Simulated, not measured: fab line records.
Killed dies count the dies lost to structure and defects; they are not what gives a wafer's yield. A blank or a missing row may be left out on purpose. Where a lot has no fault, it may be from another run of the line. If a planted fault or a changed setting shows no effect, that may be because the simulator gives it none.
fab line records	flow sky130
record lots=6	wafers=18	lastDay=50
route steps=708 shown CONTACT@411 PAD_OPEN@708
lots untouched by any fault: they come from a run of this same line in which no faults occurred
startH: the number of hours between the record's first day and the start of the first shown wafer of the lot	waitH: hours elapsed since this lot's preceding step	" same as the row above	L1.1+2: a row that stands for several wafers	- either no value or no given start	* or withheld: withheld	< > ~ a bound
route shown NAME@n: a module of which the file shows steps, and the number in the route of the first	usual: mean/standard deviation of fault-free wafers	same: alike in all rows	chamber/n: place in a boat	sites: readings site by site	_std_site: how widely they spread, as a standard deviation	_edge_site: inner sites' mean taken away from outer sites' mean	radiusMm: for every site, how far away it sits from the centre of the wafer	mask NAME#n: copy n	behind: tool/chamber where the wafer was last shaped	hold: what put the lot on hold/how long, in hours/how the hold closed	device: the n, p or np transistor that did not switch	end of line: the tests these same wafers got at the end of their route	a step with no rows: only its recipe	killed: the dies lost at the first sort to structure and to defects; this is not the yield of the wafer	map: shows each die of a wafer: x if killed, . if not, _ if none is there
set.NAME: setting as actually run; set.NAME@STEP: the setting as run at that earlier step	model.NAME: the simulator's own value behind a step, which no gauge read
a table for each step, a row for each wafer; lots at some steps of the route
services: from which hour (startH, from the record's first day; less than 0 if before it) a tool's chamber was out of use, for how many hours, and why
## steps
# step SKY_CONTACT_BOW_MEAS_05
# recipe mode=bow
# usual CONTACT_BOW=81/6.7
lot.wafer	tool	chamber	startH	waitH	CONTACT_BOW[um]
L622.1	filmMetro-01	-	733.22	0.2	83
L622.3	"	-	"	"	79
L622.6	"	-	"	"	97
L624.1	filmMetro-02	-	743.16	0.2	83
L624.2	"	-	"	"	85
L624.6	"	-	"	"	71
L628.1	filmMetro-01	-	785.13	0.1	84
L628.2	"	-	"	"	77
L628.5	"	-	"	"	79
L631.2	filmMetro-03	-	796.33	0.2	79
L631.3	"	-	"	"	80
L631.4	"	-	"	"	81
L639.1	filmMetro-01	-	865.59	0.2	86
L639.3	"	-	"	"	78
L639.4	"	-	"	"	80
L640.1	filmMetro-01	-	870.06	0.1	79
L640.5	"	-	"	"	88
L640.6	"	-	"	"	91
# step SKY_CONTACT_DEHYDRATE_06
# recipe tempC=200	timeS=60
# step SKY_CONTACT_HMDS_07
# recipe primeTimeS=60	primeTempC=120
# step SKY_CONTACT_COAT_08
# recipe resist=BARC	tempC=withheld	timeS=withheld	spinRpm=3000	resistThkNm=60
# step SKY_CONTACT_COAT_09
# recipe resist=KrF-thick	spinRpm=3000	resistThkNm=450
# step SKY_CONTACT_SOFTBAKE_10
# recipe tempC=100	timeS=90	resist=KrF-thick
# step SKY_CONTACT_EXPOSE_11
# recipe maskId=CTM1	na=0.8	sourceShape=annular	sigmaInner=0.55	sigmaOuter=0.85	targetCdNm=170	doseMj=38
# step SKY_CONTACT_PEB_12
# recipe pebTempC=withheld	pebTimeS=withheld	resist=KrF-thick
# step SKY_CONTACT_DEVELOP_13
# recipe developTimeS=60	resist=KrF-thick	devTempC=21
# step SKY_CONTACT_CD_MEAS_14
# recipe targetCdNm=170
# usual cdNm=169.8/1.4
lot.wafer	tool	chamber	startH	waitH	cdNm
L622.1	cdSem-02	-	761.53	-	170.3
L622.3	"	-	"	"	170.1
L622.6	"	-	"	"	170.2
L624.1	cdSem-02	-	769.63	-	167.7
L624.2	"	-	"	"	168.2
L624.6	"	-	"	"	168.1
L628.1	cdSem-02	-	811.94	-	169.7
L628.2	"	-	"	"	170.2
L628.5	"	-	"	"	168.7
L631.2	cdSem-02	-	822.55	-	167.8
L631.3	"	-	"	"	167.7
L631.4	"	-	"	"	168.3
L639.1	cdSem-01	-	891.62	-	167.4
L639.3	"	-	"	"	168.4
L639.4	"	-	"	"	167.5
L640.1	cdSem-01	-	895.02	-	169.8
L640.5	"	-	"	"	171.2
L640.6	"	-	"	"	171.6
# step SKY_CONTACT_OVL_MEAS_15
# usual CONTACT_OVL=3/5.3
lot.wafer	tool	chamber	startH	waitH	CONTACT_OVL[nm]
L622.1	overlay-01	-	761.65	0.1	5
L622.3	"	-	"	"	5
L622.6	"	-	"	"	0
L624.1	overlay-01	-	769.75	0.1	8
L624.2	"	-	"	"	18
L624.6	"	-	"	"	10
L628.1	overlay-01	-	812.06	0.1	12
L628.2	"	-	"	"	2
L628.5	"	-	"	"	6
L631.2	overlay-01	-	822.66	0.1	4
L631.3	"	-	"	"	1
L631.4	"	-	"	"	-1
L639.1	overlay-02	-	891.74	0.1	9
L639.3	"	-	"	"	6
L639.4	"	-	"	"	-7
L640.1	overlay-01	-	895.14	0.1	9
L640.5	"	-	"	"	4
L640.6	"	-	"	"	5
# step SKY_CONTACT_ETCH_16
# recipe chemistry=N2/H2	target=BARC	ionEnergyEv=200	sourceW=500	biasW=100	pressureMtorr=30	n2FlowSccm=100	h2FlowSccm=200	stopOn=SiO2	timeS=45.9	targetDepthA=600
# usual biasW=99.97/0.26	drypumpMotorCurrentA=5.8/0.5	n2FlowSccm=99.96/0.28	oesProductAu=0.855/0.0045	throttleValvePct=13.225/0.0091
lot.wafer	tool	chamber	startH	waitH	biasW	drypumpMotorCurrentA	n2FlowSccm	oesProductAu	rfHoursCounterH	throttleValvePct
L622.1	rieDiel-01	2	761.69	0.0	99.64	5.9	100.28	0.859	16	13.219
L622.3	"	0	"	"	99.77	5.4	100.01	0.853	13	13.229
L622.6	"	3	"	"	100.35	5.2	99.94	0.853	-	13.239
L624.1	rieDiel-02	0	769.79	0.0	99.98	5.9	99.55	0.853	19	13.243
L624.2	"	2	"	"	99.90	6.3	100.05	0.844	3	13.219
L624.6	"	1	"	"	99.98	6.2	100.26	0.852	-	13.217
L628.1	rieDiel-02	0	812.09	0.0	100.14	5.9	100.02	0.861	20	13.233
L628.2	"	3	"	"	100.44	4.8	100.09	0.864	8	13.232
L628.5	"	3	"	"	99.96	4.9	100.08	0.859	-	13.212
L631.2	rieDiel-02	3	822.69	0.0	100.14	4.8	99.98	0.858	8	13.230
L631.3	"	2	"	"	100.11	6.4	100.19	0.854	4	13.239
L631.4	"	2	"	"	100.02	6.3	99.96	0.855	-	13.225
L639.1	rieDiel-04	1	891.77	0.0	100.04	6.3	99.60	0.852	14	13.234
L639.3	"	3	"	"	99.72	6.1	99.98	0.858	12	13.215
L639.4	"	0	"	"	99.70	5.0	99.95	0.858	10	13.216
L640.1	rieDiel-02	3	895.17	0.0	100.07	4.8	100.21	0.853	10	13.212
L640.5	"	3	"	"	99.97	4.8	99.85	0.856	-	13.231
L640.6	"	0	"	"	99.70	5.9	100.05	0.855	-	13.224
# step SKY_CONTACT_ETCH_17
# recipe target=SiO2	chemistry=C4F8/O2/Ar	stopOn=Si3N4	maskMaterial=KrF-thick	sourceW=1500	biasW=1200	pressureMtorr=40	c4f8FlowSccm=withheld	O2_flow_sccm=6	Ar_flow_sccm=300	timeS=withheld	targetDepthA=3400
# usual biasW=1200/3.4	oesProductAu=0.891/0.0048
lot.wafer	tool	chamber	startH	waitH	biasW	oesProductAu	model.Si3N4_of_CONTACT_CVD_00.thkNm	model.CONTACT.featureDepthNm
L622.1	rieDiel-01	2	761.73	0.0	1197	0.884	75.73	340.7
L622.3	"	0	"	"	1198	0.896	75.28	338.7
L622.6	"	3	"	"	1198	0.891	76.89	339.4
L624.1	rieDiel-02	0	769.83	0.0	1201	0.890	73.75	337.8
L624.2	"	2	"	"	1201	0.896	75.38	338.5
L624.6	"	1	"	"	1200	0.883	74.95	336.3
L628.1	rieDiel-02	0	812.13	0.0	1333	0.891	70.9	342.5
L628.2	"	3	"	"	1341	0.892	70.93	342.9
L628.5	"	3	"	"	1337	0.898	72.58	342.3
L631.2	rieDiel-02	3	822.73	0.0	1342	0.893	72.92	340.6
L631.3	"	2	"	"	1336	0.892	71.98	341.1
L631.4	"	2	"	"	1345	0.882	72.76	341.5
L639.1	rieDiel-04	1	891.82	0.0	1204	0.889	73.9	339.2
L639.3	"	3	"	"	1196	0.889	73.14	338.9
L639.4	"	0	"	"	1201	0.889	75.24	339.3
L640.1	rieDiel-02	3	895.22	0.0	1199	0.898	75.51	339.4
L640.5	"	3	"	"	1197	0.894	76.5	338.8
L640.6	"	0	"	"	1194	0.900	75.96	339.9
# step SKY_CONTACT_ETCH_18
# recipe target=Si3N4	chemistry=CHF3/O2	stopOn=TiN	sourceW=600	biasW=200	pressureMtorr=40	chf3FlowSccm=50	O2_flow_sccm=5	timeS=39	targetDepthA=750
# usual biasW=199.9/0.58	drypumpMotorCurrentA=5.8/0.5	oesProductAu=0.856/0.0096	throttleValvePct=8.793/0.0099
lot.wafer	tool	chamber	startH	waitH	biasW	drypumpMotorCurrentA	oesProductAu	rfHoursCounterH	throttleValvePct	model.etch.depthNm
L622.1	rieDiel-01	2	-	-	201.0	5.9	0.866	16	8.784	75.73
L622.3	"	0	"	"	199.4	5.4	0.855	13	8.783	75.28
L622.6	"	3	"	"	200.0	5.2	0.862	-	8.805	76.89
L624.1	rieDiel-02	0	-	-	200.1	5.9	0.847	19	8.804	73.75
L624.2	"	2	"	"	200.4	6.3	0.868	3	8.785	75.38
L624.6	"	1	"	"	198.8	6.1	0.855	-	8.788	74.95
L628.1	rieDiel-02	0	-	-	199.5	5.9	0.831	20	8.800	70.9
L628.2	"	3	"	"	199.7	4.9	0.824	8	8.795	70.93
L628.5	"	3	"	"	199.9	4.8	0.838	-	8.794	72.58
L631.2	rieDiel-02	3	-	-	200.0	4.8	0.844	8	8.780	72.92
L631.3	"	2	"	"	199.1	6.3	0.830	5	8.790	71.98
L631.4	"	2	"	"	198.5	6.3	0.841	-	8.792	72.76
L639.1	rieDiel-04	1	-	-	200.4	6.3	0.840	14	8.785	73.9
L639.3	"	3	"	"	198.8	6.1	0.840	12	8.801	73.14
L639.4	"	0	"	"	200.2	5.0	0.858	10	8.795	75.24
L640.1	rieDiel-02	3	-	-	200.5	4.8	0.856	10	8.795	75.51
L640.5	"	3	"	"	200.9	4.8	0.864	-	8.782	76.5
L640.6	"	0	"	"	200.4	5.9	0.860	-	8.795	75.96
# step SKY_CONTACT_STRIP_19
# recipe chemistry=O2/N2	powerW=1400	pressureMtorr=1500	platenTempC=withheld	o2FlowSccm=3000	n2FlowSccm=300	overashFraction=0.5
# usual drypumpMotorCurrentA=5.6/0.31	n2FlowSccm=300.1/0.87	oesProductAu=0.381/0.0052	stripTimeToEndpointS=3.628/0.027
lot.wafer	tool	chamber	startH	waitH	drypumpMotorCurrentA	n2FlowSccm	oesProductAu	rfHoursCounterH	stripTimeToEndpointS
L622.1	plasmaAsher-03	1	761.82	-	5.7	300.6	0.382	31	3.598
L622.3	"	1	"	"	5.7	301.1	0.382	-	3.600
L622.6	"	1	"	"	5.7	300.8	0.377	-	3.545
L624.1	plasmaAsher-04	1	769.92	-	5.7	300.5	0.386	96	3.650
L624.2	"	0	"	"	5.2	298.4	0.383	96	3.652
L624.6	"	0	"	"	5.2	299.2	0.390	-	3.649
L628.1	plasmaAsher-03	0	812.22	-	5.2	300.5	0.385	36	3.603
L628.2	"	1	"	"	5.7	300.6	0.374	36	3.608
L628.5	"	1	"	"	5.7	300.6	0.370	-	3.604
L631.2	plasmaAsher-01	0	822.82	-	5.7	300.1	0.371	66	3.571
L631.3	"	0	"	"	5.7	300.5	0.372	-	3.580
L631.4	"	1	"	"	6.1	298.6	0.378	-	3.577
L639.1	plasmaAsher-03	0	891.91	-	5.2	299.7	0.381	44	3.677
L639.3	"	0	"	"	5.2	298.7	0.392	-	3.670
L639.4	"	1	"	"	5.7	299.9	0.386	-	3.611
L640.1	plasmaAsher-03	0	895.31	-	5.2	299.5	0.381	44	3.644
L640.5	"	1	"	"	5.7	300.2	0.379	-	3.641
L640.6	"	0	"	"	5.2	299.9	0.380	-	3.628
# step SKY_PAD_OPEN_PROBE_99
# usual killed_at_M0_to_M3=43/6.3	killed_at_M4_up=3.3/1.7	killedAtContacts=24/5.4	killedAtFrontEnd=16/4.6	killedAtOther=0.4/0.7	killedDies=87/9.4	killedOpen=47/6.9	killedShort=39/6.1
# same grossDies=492	killedAtBackSide=0
lot.wafer	tool	chamber	startH	waitH	killed_at_M0_to_M3	killed_at_M4_up	killedAtContacts	killedAtFrontEnd	killedAtOther	killedDies	killedOpen	killedShort
L622.1	prober-02	-	1096.28	0.1	46	2	29	26	0	103	48	53
L622.3	prober-02	-	1096.38	0.2	30	3	30	15	1	79	41	38
# killed by level:class
L622.1 VIA2:geometricParticle:open=11 METAL2:geometricParticle:short=10 FIELD_ISO:geometricParticle:short=9 CONTACT:geometricParticle:short=8 LI_CONTACT:geometricParticle:open=7 CONTACT:geometricParticle:open=7 VIA1:geometricParticle:open=7 FIELD_ISO:geometricParticle:open=5
L622.3 CONTACT:geometricParticle:open=13 VIA1:geometricParticle:open=7 LI_CONTACT:geometricParticle:open=5 LOCAL_INTERCONNECT:geometricParticle:short=5 CONTACT:geometricParticle:short=5 METAL1:geometricParticle:short=5 VIA3:geometricParticle:open=5 FIELD_ISO:geometricParticle:short=4
## services
tool	chamber	startH	hours	kind
plasmaAsher-01	-	741.95	15.6	pm
plasmaAsher-03	-	744.24	3.9	repair
plasmaAsher-03	-	749.64	1.1	repair
plasmaAsher-03	-	767.87	2.1	repair
rieDiel-04	-	770.11	0.6	repair
plasmaAsher-03	-	786.20	2.8	pm
rieDiel-02	1	801.60	-	clean
rieDiel-02	1	801.60	24.6	scheduledDown
rieDiel-02	1	801.60	24.6	ventCycle
rieDiel-02	2	804.39	4.2	repair
plasmaAsher-03	-	814.89	5.7	repair
plasmaAsher-01	-	818.23	2.8	pm
rieDiel-02	-	826.44	15.6	pm
plasmaAsher-04	-	838.84	1.2	repair
rieDiel-04	1	842.55	1.2	repair
rieDiel-02	-	848.84	0.4	repair
rieDiel-04	1	855.57	3.2	repair
rieDiel-02	3	864.32	3.3	repair
rieDiel-01	3	895.26	4.2	repair
## key
firstSign step=SKY_CONTACT_ETCH_17	reading=biasW	direction=up	sigmas=41	usual=1200	struck=1339
effect none on later readings
modelEffect step=SKY_CONTACT_ETCH_17	value=Si3N4_of_CONTACT_CVD_00.thkNm	without=74.43	struck=72.01
modelEffect step=SKY_CONTACT_ETCH_18	value=etch.depthNm	without=74.43	struck=72.01
metAt SKY_CONTACT_ETCH_17
struckWafers L628.1,L628.2,L628.5,L631.2,L631.3,L631.4
testerLeftOut L628,L631
onsetBetween 769.83 812.13
fault kind=processParameterDrift	tool=rieDiel-02	chamber=-	onsetH=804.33	steps=SKY_CONTACT_ETCH_17	channel=biasW	offset=139.24	shape=step	endH=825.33	actsIn=theseRecipesOnly	stated=1200
# testerLeftOut: of these lots the tester's yield and bins aren't shown, on N5 and GAA mostly nor the transistor test; their killed dies are dies lost to structure and defects alone, not to doping, threshold or leakage, so they don't give the yield
